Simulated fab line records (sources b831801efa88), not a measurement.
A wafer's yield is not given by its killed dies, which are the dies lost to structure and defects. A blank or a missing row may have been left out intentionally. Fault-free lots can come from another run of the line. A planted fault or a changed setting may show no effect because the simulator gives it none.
A lot that was struck, set against a sound lot	flow sky130	16 steps out of a route of 708
Sound: the wafers L535.1, L535.3, L535.6. Wafers L540.1, L540.3, L540.5 were the ones struck. At the end, the cause is stated.
Per side, at each step with rows, come the tool, then ch with its chambers, and then its first start. Under that, the readings that differ: sound wafers	struck wafers	difference of the means	sigmas: that difference in standard deviations of wafers without a fault.
alike: same words and numbers on both sides, and readings whose means sit less than 2 such deviations apart. not compared: any withheld reading, any reading some wafer has no value for, any bound like >300 that may hide the same value, and any number with overlapping values for which the record gives no deviation.
A row with sigmas, a row that says differs or no value, or rows on one side alone: a step with any of these is where the two part. Numbers that have no deviation but don't overlap get no sigmas and don't part them. Lack of a reading on every wafer of one side parts them only where that side has two or more wafers.

first, 8 steps without rows for these wafers: SKY_METAL2_DEHYDRATE_07 (time 60 s); SKY_METAL2_HMDS_08 (prime time 60 s); SKY_METAL2_COAT_09 (resist thk 60 nm); SKY_METAL2_COAT_10 (resist thk 450 nm); SKY_METAL2_SOFTBAKE_11 (time 90 s); SKY_METAL2_EXPOSE_12 (exposes mask MM2, target cd 140 nm); SKY_METAL2_PEB_13; SKY_METAL2_DEVELOP_14 (develop time 60 s).
SKY_METAL2_CD_MEAS_15: target cd 140 nm.
  struck on cd-sem-01, day 40 09:10; sound on cd-sem-01, day 39 01:44
reading	sound	struck	difference	sigmas
cd-nm (nm)	137.6 138.1 136.6	141.4 141.5 141.6	+4.1	+3
SKY_METAL2_OVL_MEAS_16:
  struck on overlay-01, day 40 09:17; sound on overlay-01, day 39 01:51
  alike: METAL2_OVL
SKY_METAL2_DESCUM_17: chemistry O2, time 8 s.
  sound on rie-metal-03 ch 0,1, day 39 01:53; struck on rie-metal-03 ch 0, day 40 09:19
  alike: drypump-motor-current-A, oes-product-au
  not compared: rf-hours-counter-h
SKY_METAL2_ETCH_18: etches BARC in N2/H2, stops on SiO2, time 45.9 s, target depth 60 nm.
  sound on rie-metal-03 ch 0,1, day 39 01:55; struck on rie-metal-03 ch 0, day 40 09:21
  alike: drypump-motor-current-A, oes-product-au, throttle-valve-pct
  not compared: rf-hours-counter-h
SKY_METAL2_METAL_ETCH_19: etches the open film in Cl2/BCl3, stops on SiO2, target depth 360 nm, time 78 s.
  sound on rie-metal-03 ch 0,1, day 39 01:59; struck on rie-metal-03 ch 0, day 40 09:25
reading	sound	struck	difference	sigmas
oes-product-au (a.u.)	0.854 0.859 0.854	0.801 0.801 0.797	-0.056	-9
model.KrF-thick_of_METAL2_COAT_10.thk-nm (nm)	166.6 162 165.4	239.4 236.8 236.4	+72.9	
model.METAL2.feature-depth-nm (nm)	358.7 363.1 359.5	315.1 318.8 319	-42.8	
model.etch.depth-nm (nm)	358.7 363.1 359.5	315.1 318.8 319	-42.8	
  alike: drypump-motor-current-A, throttle-valve-pct
  not compared: rf-hours-counter-h
SKY_METAL2_STRIP_20: strips in O2/N2.
  sound on plasma-asher-03 ch 0, day 39 02:04; struck on plasma-asher-02 ch 0,1, day 40 09:30
reading	sound	struck	difference	sigmas
oes-product-au (a.u.)	0.350 0.344 0.349	0.383 0.379 0.381	+0.033	+7
strip-time-to-endpoint-s (s)	2.78 2.72 2.77	3.56 3.54 3.54	+0.79	+14
  alike: drypump-motor-current-A
  not compared: rf-hours-counter-h
then, 1 step without rows for these wafers: SKY_METAL2_STRIP_21 (strips in post etch residue remover, time 1200 s).
-- the record jumps here: 9 days lie between the struck wafers' starts before and after (it left off in module METAL2 and takes up again in module PAD_OPEN, whose first step shown is number 708 of the route) --
SKY_PAD_OPEN_PROBE_99:
  struck on prober-01, day 49 19:49; sound on prober-02, day 49 00:35
reading	sound	struck	difference	sigmas
defect-limited-yield (%)	80.5 79.9 82.7	0 0 0	-81	-45
killed_at_M0_to_M3	47 38 48	452 450 462	+410	+65
killed-at-front-end	20 21 18	10 11 10	-9	-2
killed-at-other	2 5 0	0 0 0	-2	-3
killed-dies	96 99 85	492 492 492	+399	+46
killed-on-rim	24 17 10	96 96 96	+79	+21
sort_bin_5_function (%)	10.8 12.4 10.0	93.1 93.7 94.5	+82.7	+64
sort-n-pass	396 393 407	0 0 0	-399	-45
sort-yield-pct (%)	80.5 79.9 82.7	0 0 0	-81	-45
  alike: killed_at_M4_up, killed-at-contacts, killed-open, killed-short, sort_bin_3_pad_short, sort_bin_6_memory

## WHERE THEY PART
Earliest at SKY_METAL2_CD_MEAS_15; latest, in this record, at SKY_PAD_OPEN_PROBE_99.

WHY: what the simulator had put in
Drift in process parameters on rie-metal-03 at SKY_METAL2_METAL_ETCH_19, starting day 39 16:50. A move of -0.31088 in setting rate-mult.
